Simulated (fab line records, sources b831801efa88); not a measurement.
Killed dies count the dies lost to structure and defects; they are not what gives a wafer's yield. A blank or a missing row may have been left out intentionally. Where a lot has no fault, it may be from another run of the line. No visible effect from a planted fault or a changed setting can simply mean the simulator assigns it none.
fab line records	flow sky130
record lots=5	wafers=15	lastDay=49
route steps=708 shown VT_ADJUST_NCORE@123 VT_ADJUST_HVTR@131 VT_ADJUST_PCH@143 SONOS_TUNNEL@154
lots that met no fault: taken from a fault-free run of the same line
startH: hours from the record's first day to the start of the lot's first wafer shown	waitH: hours elapsed since this lot's preceding step	" identical to the entry in the row above	L1.1+2: several wafers, shown together as one row	- no value, or no start was given	* or withheld: withheld	< > ~ a bound
route shown NAME@n: names a module that has steps shown in the file, with the first one's number in the route	usual: mean/standard deviation of fault-free wafers	same: alike in all rows	chamber/n: place in a boat	sites: each site's reading	_std_site: standard deviation across them	_edge_site: inner sites' mean taken away from outer sites' mean	radiusMm: how far each site lies from the wafer's centre	mask NAME#n: copy n	behind: the last tool/chamber to shape the wafer	hold: why the lot was held/for how many hours/how that ended	device: which transistor (n, p or np) failed to switch	end of line: tests of these same wafers at the route's end	step lacking rows: just its recipe	killed: dies that structure and defects cost at the first sort, which is not the same as the wafer's yield	map: the dies of a wafer, with x for killed, . for not killed, _ for no die there
set.NAME: setting as actually run; set.NAME@STEP: the setting as run at that earlier step	model.NAME: the simulator's own value behind a step, which no gauge read
lots at selected steps of the route; one table per step, one row per wafer
services: a tool's chamber out of use, with start hour (startH, from the record's first day; less than 0 if before it), hours out, and reason
## steps
# step SKY_VT_ADJUST_NCORE_EXPOSE_04
# recipe maskId=LVTN_COMPLEMENT_THIN	na=0.6	sourceShape=conventional	sigmaOuter=0.6	polarization=unpolarized	targetCdNm=380	doseMj=139
# step SKY_VT_ADJUST_NCORE_PEB_05
# recipe tempC=withheld	timeS=*	resist=NOVOLAK
# step SKY_VT_ADJUST_NCORE_DEVELOP_06
# recipe resist=NOVOLAK	developer=TMAH	developTimeS=60	devTempC=23
# step SKY_VT_ADJUST_NCORE_CD_MEAS_07
# recipe targetCdNm=380
# usual cdNm=379.3/3
lot.wafer	tool	chamber	startH	waitH	cdNm
L699.3	cdSem-01	-	181.70	0.1	380.4
L699.4	"	-	"	"	379.8
L699.6	"	-	"	"	380.1
L701.2	cdSem-02	-	193.60	0.2	380.4
L701.3	"	-	"	"	378.9
L701.4	"	-	"	"	377.1
L706.3	cdSem-01	-	251.58	0.1	381.6
L706.5	"	-	"	"	380.5
L706.6	"	-	"	"	379.2
L714.2	cdSem-01	-	290.11	0.1	381.4
L714.3	"	-	"	"	384.0
L714.4	"	-	"	"	381.3
L715.3	cdSem-02	-	299.20	0.1	377.1
L715.5	"	-	"	"	377.7
L715.6	"	-	"	"	376.2
# step SKY_VT_ADJUST_NCORE_OVL_MEAS_08
# usual VT_ADJUST_NCORE_OVL=-0.5/1.3
lot.wafer	tool	chamber	startH	waitH	VT_ADJUST_NCORE_OVL[nm]
L699.3	overlay-01	-	181.80	0.1	-0.1
L699.4	"	-	"	"	0.7
L699.6	"	-	"	"	1.8
L701.2	overlay-02	-	193.71	0.1	-1.6
L701.3	"	-	"	"	0.7
L701.4	"	-	"	"	-1.5
L706.3	overlay-02	-	251.67	0.1	-2.4
L706.5	"	-	"	"	-1.0
L706.6	"	-	"	"	0.3
L714.2	overlay-01	-	290.22	0.1	-0.7
L714.3	"	-	"	"	-1.3
L714.4	"	-	"	"	0.8
L715.3	overlay-02	-	299.29	0.1	-1.5
L715.5	"	-	"	"	-3.2
L715.6	"	-	"	"	-2.6
# step SKY_VT_ADJUST_NCORE_IMPLANT_09
# recipe species=B	energyKev=10	doseCm2=2.4e+12	tiltDeg=withheld
# step SKY_VT_ADJUST_NCORE_STRIP_10
# recipe chemistry=O2/N2	powerW=1400	pressureMtorr=1500	platenTempC=withheld	o2FlowSccm=3000	n2FlowSccm=300	overashFraction=0.5
# usual drypumpMotorCurrentA=5.7/0.44	oesProductAu=0.716/0.0041	stripTimeToEndpointS=14.20/0.038
lot.wafer	tool	chamber	startH	waitH	drypumpMotorCurrentA	oesProductAu	rfHoursCounterH	stripTimeToEndpointS
L699.3	plasmaAsher-02	1	182.00	0.1	5.9	0.713	-	14.11
L699.4	"	0	"	"	5.8	0.714	-	14.15
L699.6	"	0	"	"	5.8	0.721	-	14.15
L701.2	plasmaAsher-01	0	193.89	0.1	5.3	0.714	50	14.17
L701.3	"	0	"	"	5.3	0.714	-	14.24
L701.4	"	1	"	"	6.0	0.708	-	14.15
L706.3	plasmaAsher-04	1	251.88	0.1	5.0	0.720	-	14.21
L706.5	"	1	"	"	5.0	0.709	-	14.21
L706.6	"	0	"	"	6.2	0.713	-	14.18
L714.2	plasmaAsher-04	0	290.40	0.1	6.2	0.715	16	14.21
L714.3	"	1	"	"	5.0	0.714	-	14.21
L714.4	"	0	"	"	6.2	0.710	-	14.17
L715.3	plasmaAsher-04	1	299.50	0.1	5.0	0.716	-	14.26
L715.5	"	1	"	"	5.0	0.707	-	14.21
L715.6	"	0	"	"	6.2	0.721	-	14.25
# step SKY_VT_ADJUST_NCORE_TW_MEAS_11
# usual VT_ADJUST_NCORE_TW=218.4/0.99
lot.wafer	tool	chamber	startH	waitH	VT_ADJUST_NCORE_TW
L699.3	filmMetro-04	-	182.09	0.1	218.5
L699.4	"	-	"	"	217.9
L699.6	"	-	"	"	218.5
L701.2	filmMetro-04	-	194.00	0.1	218.4
L701.3	"	-	"	"	217.5
L701.4	"	-	"	"	217.3
L706.3	filmMetro-04	-	251.97	0.1	218.4
L706.5	"	-	"	"	219.5
L706.6	"	-	"	"	219.6
L714.2	filmMetro-01	-	290.51	0.1	216.9
L714.3	"	-	"	"	217.3
L714.4	"	-	"	"	217.8
L715.3	filmMetro-04	-	299.59	0.1	219.4
L715.5	"	-	"	"	218.8
L715.6	"	-	"	"	219.2
# step SKY_VT_ADJUST_HVTR_DEHYDRATE_00
# recipe tempC=200	timeS=60
# step SKY_VT_ADJUST_HVTR_HMDS_01
# recipe primeTimeS=60	primeTempC=120
# step SKY_VT_ADJUST_HVTR_COAT_02
# recipe resist=NOVOLAK	spinRpm=3000	resistThkNm=1140
# step SKY_VT_ADJUST_HVTR_SOFTBAKE_03
# recipe tempC=90	timeS=60	resist=NOVOLAK
# step SKY_VT_ADJUST_HVTR_EXPOSE_04
# recipe maskId=HVTRM	targetCdNm=380	na=0.6	sourceShape=conventional	sigmaOuter=0.6	doseMj=150
# same sigmaOuter=0.6
lot.wafer	tool	chamber	startH	waitH	mask
L699.3+4+6	ilineStepper-02	0	193.20	-	HVTRM#0
L701.2+3+4	ilineStepper-01	0	204.44	-	HVTRM#0
L706.3+5+6	ilineStepper-02	0	263.78	-	TUNM#0
L714.2+3+4	ilineStepper-02	0	303.54	-	HVTRM#0
L715.3+5+6	ilineStepper-01	0	312.34	-	HVTRM#0
# step SKY_VT_ADJUST_HVTR_PEB_05
# recipe tempC=withheld	timeS=*	resist=NOVOLAK
# step SKY_VT_ADJUST_HVTR_DEVELOP_06
# recipe developTimeS=60	devTempC=23
# step SKY_VT_ADJUST_HVTR_CD_MEAS_07
# recipe targetCdNm=380
# usual cdNm=380.8/2.5
lot.wafer	tool	chamber	startH	waitH	cdNm
L699.3	cdSem-01	-	203.57	0.1	375.4
L699.4	"	-	"	"	377.2
L699.6	"	-	"	"	377.5
L701.2	cdSem-01	-	215.93	0.1	380.5
L701.3	"	-	"	"	378.5
L701.4	"	-	"	"	376.9
L706.3	cdSem-02	-	275.65	0.1	-
L706.5	"	-	"	"	-
L706.6	"	-	"	"	-
L714.2	cdSem-02	-	316.68	0.1	385.6
L714.3	"	-	"	"	385.5
L714.4	"	-	"	"	384.3
L715.3	cdSem-02	-	325.60	0.1	382.2
L715.5	"	-	"	"	379.1
L715.6	"	-	"	"	380.2
# step SKY_VT_ADJUST_HVTR_OVL_MEAS_08
# usual VT_ADJUST_HVTR_OVL=0.1/1.4
lot.wafer	tool	chamber	startH	waitH	VT_ADJUST_HVTR_OVL[nm]
L699.3	overlay-02	-	203.66	0.1	0.2
L699.4	"	-	"	"	1.5
L699.6	"	-	"	"	1.7
L701.2	overlay-01	-	216.04	0.1	0.0
L701.3	"	-	"	"	-0.4
L701.4	"	-	"	"	-1.0
L706.3	overlay-01	-	275.74	0.1	-
L706.5	"	-	"	"	-
L706.6	"	-	"	"	-
L714.2	overlay-02	-	316.79	0.1	-0.7
L714.3	"	-	"	"	-1.3
L714.4	"	-	"	"	-0.8
L715.3	overlay-02	-	325.69	0.1	-0.3
L715.5	"	-	"	"	-1.2
L715.6	"	-	"	"	-0.5
# step SKY_VT_ADJUST_HVTR_IMPLANT_09
# recipe species=B	energyKev=10	doseCm2=2.1e+12	tiltDeg=withheld
# step SKY_VT_ADJUST_HVTR_STRIP_10
# recipe chemistry=O2/N2	powerW=1400	pressureMtorr=1500	platenTempC=withheld	o2FlowSccm=3000	n2FlowSccm=300	overashFraction=0.5
# usual drypumpMotorCurrentA=5.6/0.53	oesProductAu=0.716/0.0046	stripTimeToEndpointS=14.20/0.046
lot.wafer	tool	chamber	startH	waitH	drypumpMotorCurrentA	oesProductAu	rfHoursCounterH	stripTimeToEndpointS
L699.3	plasmaAsher-04	0	203.87	0.1	6.2	0.712	-	14.19
L699.4	"	1	"	"	5.0	0.712	-	14.24
L699.6	"	1	"	"	5.0	0.710	-	14.22
L701.2	plasmaAsher-02	1	216.22	0.1	5.9	0.720	51	14.14
L701.3	"	0	"	"	5.8	0.719	-	14.22
L701.4	"	1	"	"	5.9	0.714	-	14.16
L706.3	plasmaAsher-02	0	275.95	0.1	5.8	0.714	-	14.12
L706.5	"	1	"	"	5.9	0.715	-	14.13
L706.6	"	0	"	"	5.8	0.719	-	14.14
L714.2	plasmaAsher-04	1	316.97	0.1	5.0	0.713	19	14.18
L714.3	"	0	"	"	6.2	0.714	-	14.16
L714.4	"	1	"	"	5.0	0.714	-	14.19
L715.3	plasmaAsher-04	0	325.90	0.1	6.2	0.714	-	14.28
L715.5	"	1	"	"	4.9	0.712	-	14.29
L715.6	"	0	"	"	6.2	0.716	-	14.28
# step SKY_VT_ADJUST_HVTR_TW_MEAS_11
# usual VT_ADJUST_HVTR_TW=209.7/1.1
lot.wafer	tool	chamber	startH	waitH	VT_ADJUST_HVTR_TW
L699.3	filmMetro-04	-	203.95	0.1	210.0
L699.4	"	-	"	"	209.9
L699.6	"	-	"	"	209.3
L701.2	filmMetro-03	-	216.33	0.1	209.5
L701.3	"	-	"	"	209.4
L701.4	"	-	"	"	210.0
L706.3	filmMetro-03	-	276.04	0.1	29.8
L706.5	"	-	"	"	29.9
L706.6	"	-	"	"	30.0
L714.2	filmMetro-02	-	317.08	0.1	208.7
L714.3	"	-	"	"	208.3
L714.4	"	-	"	"	209.1
L715.3	filmMetro-02	-	325.99	0.1	209.8
L715.5	"	-	"	"	208.7
L715.6	"	-	"	"	208.3
# step SKY_VT_ADJUST_PCH_DEHYDRATE_00
# recipe tempC=200	timeS=60
# step SKY_VT_ADJUST_PCH_HMDS_01
# recipe primeTimeS=60	primeTempC=120
# step SKY_VT_ADJUST_PCH_COAT_02
# recipe spinRpm=2000	resistThkNm=3000
# step SKY_VT_ADJUST_PCH_SOFTBAKE_03
# recipe tempC=110	timeS=withheld
# step SKY_VT_ADJUST_PCH_EXPOSE_04
# recipe maskId=NWM	na=0.6	sourceShape=conventional	sigmaOuter=0.6	polarization=unpolarized	targetCdNm=840	doseMj=255
# step SKY_VT_ADJUST_PCH_PEB_05
# recipe tempC=115	timeS=withheld
# step SKY_VT_ADJUST_PCH_DEVELOP_06
# recipe wallAngleDeg=90	developer=TMAH	developTimeS=60	devTempC=23
# step SKY_VT_ADJUST_PCH_OVL_MEAS_07
# usual VT_ADJUST_PCH_OVL=-1.4/1.3
lot.wafer	tool	chamber	startH	waitH	VT_ADJUST_PCH_OVL[nm]
L699.3	overlay-01	-	226.41	-	0.2
L699.4	"	-	"	"	-2.7
L699.6	"	-	"	"	-0.9
L701.2	overlay-01	-	238.78	-	-0.7
L701.3	"	-	"	"	-0.3
L701.4	"	-	"	"	-0.1
L706.3	overlay-02	-	302.40	-	-0.8
L706.5	"	-	"	"	-1.7
L706.6	"	-	"	"	-1.9
L714.2	overlay-01	-	343.75	-	-1.4
L714.3	"	-	"	"	-0.8
L714.4	"	-	"	"	1.4
L715.3	overlay-02	-	353.65	-	-1.0
L715.5	"	-	"	"	-1.2
L715.6	"	-	"	"	-2.0
# step SKY_VT_ADJUST_PCH_IMPLANT_08
# recipe species=B	energyKev=10	doseCm2=5e+11	tiltDeg=withheld
# step SKY_VT_ADJUST_PCH_STRIP_09
# recipe chemistry=O2/N2	powerW=1400	pressureMtorr=1500	platenTempC=withheld	o2FlowSccm=3000	n2FlowSccm=300	overashFraction=0.5
# usual drypumpMotorCurrentA=5.6/0.4	oesProductAu=0.722/0.0045	stripTimeToEndpointS=36.92/0.11
lot.wafer	tool	chamber	startH	waitH	drypumpMotorCurrentA	oesProductAu	rfHoursCounterH	stripTimeToEndpointS
L699.3	plasmaAsher-01	1	226.61	0.1	5.9	0.721	-	36.96
L699.4	"	0	"	"	5.3	0.722	-	37.01
L699.6	"	1	"	"	5.9	0.723	-	37.02
L701.2	plasmaAsher-03	1	238.96	0.1	6.1	0.724	43	36.94
L701.3	"	1	"	"	6.1	0.724	-	36.99
L701.4	"	0	"	"	4.8	0.715	-	36.94
L706.3	plasmaAsher-02	1	302.61	0.1	5.9	0.723	-	37.08
L706.5	"	1	"	"	5.9	0.719	-	37.08
L706.6	"	0	"	"	5.8	0.717	-	37.14
L714.2	plasmaAsher-01	1	343.93	0.1	5.9	0.721	65	36.93
L714.3	"	0	"	"	5.3	0.725	-	36.87
L714.4	"	1	"	"	5.9	0.725	-	36.83
L715.3	plasmaAsher-01	0	353.86	0.1	5.3	0.726	-	36.83
L715.5	"	0	"	"	5.3	0.715	-	36.76
L715.6	"	1	"	"	5.9	0.723	-	36.73
# step SKY_VT_ADJUST_PCH_TW_MEAS_10
# usual VT_ADJUST_PCH_TW=141.9/0.74
lot.wafer	tool	chamber	startH	waitH	VT_ADJUST_PCH_TW
L699.3	filmMetro-02	-	226.85	0.2	141.5
L699.4	"	-	"	"	141.3
L699.6	"	-	"	"	141.3
L701.2	filmMetro-04	-	239.07	0.1	141.7
L701.3	"	-	"	"	141.5
L701.4	"	-	"	"	142.1
L706.3	filmMetro-02	-	302.70	0.1	141.4
L706.5	"	-	"	"	141.5
L706.6	"	-	"	"	140.9
L714.2	filmMetro-01	-	344.04	0.1	141.4
L714.3	"	-	"	"	141.7
L714.4	"	-	"	"	142.2
L715.3	filmMetro-04	-	353.95	0.1	142.8
L715.5	"	-	"	"	143.2
L715.6	"	-	"	"	143.3
# step SKY_SONOS_TUNNEL_DEHYDRATE_00
# recipe tempC=200	timeS=60
# step SKY_SONOS_TUNNEL_HMDS_01
# recipe primeTimeS=60	primeTempC=120
# step SKY_SONOS_TUNNEL_COAT_02
# recipe resist=NOVOLAK	spinRpm=3000	resistThkNm=1140
# step SKY_SONOS_TUNNEL_SOFTBAKE_03
# recipe tempC=90	timeS=60	resist=NOVOLAK
# step SKY_SONOS_TUNNEL_EXPOSE_04
# recipe maskId=TUNM	na=0.6	sourceShape=conventional	sigmaOuter=0.6	polarization=unpolarized	targetCdNm=410	doseMj=136
# step SKY_SONOS_TUNNEL_PEB_05
# recipe tempC=withheld	timeS=*	resist=NOVOLAK
# step SKY_SONOS_TUNNEL_DEVELOP_06
# recipe resist=NOVOLAK	developer=TMAH	developTimeS=60	devTempC=23
# step SKY_SONOS_TUNNEL_CD_MEAS_07
# recipe targetCdNm=410
# usual cdNm=409.0/2.1
lot.wafer	tool	chamber	startH	waitH	cdNm
L699.3	cdSem-01	-	249.10	0.1	407.8
L699.4	"	-	"	"	408.7
L699.6	"	-	"	"	406.4
L701.2	cdSem-01	-	262.51	0.1	411.1
L701.3	"	-	"	"	409.1
L701.4	"	-	"	"	412.1
L706.3	cdSem-01	-	328.10	0.1	408.1
L706.5	"	-	"	"	408.4
L706.6	"	-	"	"	409.3
L714.2	cdSem-01	-	370.91	0.1	409.8
L714.3	"	-	"	"	408.9
L714.4	"	-	"	"	407.4
L715.3	cdSem-02	-	381.93	0.1	408.1
L715.5	"	-	"	"	403.3
L715.6	"	-	"	"	405.6
# step SKY_SONOS_TUNNEL_OVL_MEAS_08
# usual SONOS_TUNNEL_OVL=-0.1/1.3
lot.wafer	tool	chamber	startH	waitH	SONOS_TUNNEL_OVL[nm]
L699.3	overlay-01	-	249.19	0.1	-1.1
L699.4	"	-	"	"	1.2
L699.6	"	-	"	"	1.8
L701.2	overlay-01	-	262.62	0.1	2.2
L701.3	"	-	"	"	-0.1
L701.4	"	-	"	"	0.7
L706.3	overlay-01	-	328.19	0.1	0.1
L706.5	"	-	"	"	0.6
L706.6	"	-	"	"	-0.5
L714.2	overlay-01	-	371.02	0.1	1.7
L714.3	"	-	"	"	1.9
L714.4	"	-	"	"	-0.7
L715.3	overlay-02	-	382.02	0.1	1.5
L715.5	"	-	"	"	1.2
L715.6	"	-	"	"	0.4
# step SKY_SONOS_TUNNEL_IMPLANT_09
# recipe species=B	energyKev=20	doseCm2=1e+12	tiltDeg=withheld
# step SKY_SONOS_TUNNEL_WET_ETCH_10
# recipe chemistry=dHF	targetDepthNm=14	target=SiO2	dilution=100:1	tempC=25	timeS=280
# step SKY_SONOS_TUNNEL_TW_MEAS_12
# usual SONOS_TUNNEL_TW=196.2/1
lot.wafer	tool	chamber	startH	waitH	SONOS_TUNNEL_TW
L699.3	filmMetro-03	-	249.65	0.0	196.8
L699.4	"	-	"	"	196.1
L699.6	"	-	"	"	196.8
L701.2	filmMetro-02	-	263.08	0.0	194.5
L701.3	"	-	"	"	196.5
L701.4	"	-	"	"	195.6
L706.3	filmMetro-03	-	328.66	0.0	248.1
L706.5	"	-	"	"	249.0
L706.6	"	-	"	"	248.8
L714.2	filmMetro-03	-	371.48	0.0	197.4
L714.3	"	-	"	"	196.7
L714.4	"	-	"	"	197.5
L715.3	filmMetro-01	-	382.48	0.0	195.6
L715.5	"	-	"	"	195.9
L715.6	"	-	"	"	196.8
## services
tool	chamber	startH	hours	kind
ilineStepper-02	-	175.01	0.7	repair
ilineStepper-02	-	203.64	1.7	pm
plasmaAsher-04	-	240.67	2.2	repair
plasmaAsher-02	-	271.89	3.8	repair
plasmaAsher-01	-	303.03	1.1	repair
ilineStepper-01	-	304.89	1.7	pm
ilineStepper-02	0	313.33	-	calibration
ilineStepper-02	-	324.09	1.9	repair
ilineStepper-01	-	325.44	1.1	repair
plasmaAsher-02	-	332.98	3.5	repair
ilineStepper-01	0	333.40	-	calibration
plasmaAsher-03	-	345.43	14.6	pm
plasmaAsher-02	-	352.09	2.6	repair
## key
firstSign step=SKY_VT_ADJUST_HVTR_EXPOSE_04	reading=mask	direction=changed
effect step=SKY_VT_ADJUST_HVTR_CD_MEAS_07	reading=cdNm	direction=missing
effect step=SKY_VT_ADJUST_HVTR_OVL_MEAS_08	reading=VT_ADJUST_HVTR_OVL	direction=missing
effect step=SKY_VT_ADJUST_HVTR_TW_MEAS_11	reading=VT_ADJUST_HVTR_TW	direction=down	sigmas=99+	usual=209.7	struck=29.9
effect step=SKY_SONOS_TUNNEL_TW_MEAS_12	reading=SONOS_TUNNEL_TW	direction=up	sigmas=52	usual=196.2	struck=248.6
metAt SKY_VT_ADJUST_HVTR_EXPOSE_04
struckWafers L706.3,L706.5,L706.6
sortLeftOut L706.3,L706.5,L706.6
testerLeftOut L706
onsetBetween 193.20 263.78
fault kind=wrongMask	tool=any	chamber=-	onsetH=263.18	steps=SKY_VT_ADJUST_HVTR_EXPOSE_04	auxCopy=TUNM#0	scope=struckLotsOnly
# testerLeftOut: of these lots the tester's yield and bins aren't shown, on N5 and GAA mostly nor the transistor test; their killed dies are dies lost to structure and defects alone, not to doping, threshold or leakage, so they don't give the yield
# sortLeftOut: the simulated sort isn't trusted on such a fault, so these wafers' sort isn't shown, and their yield isn't known
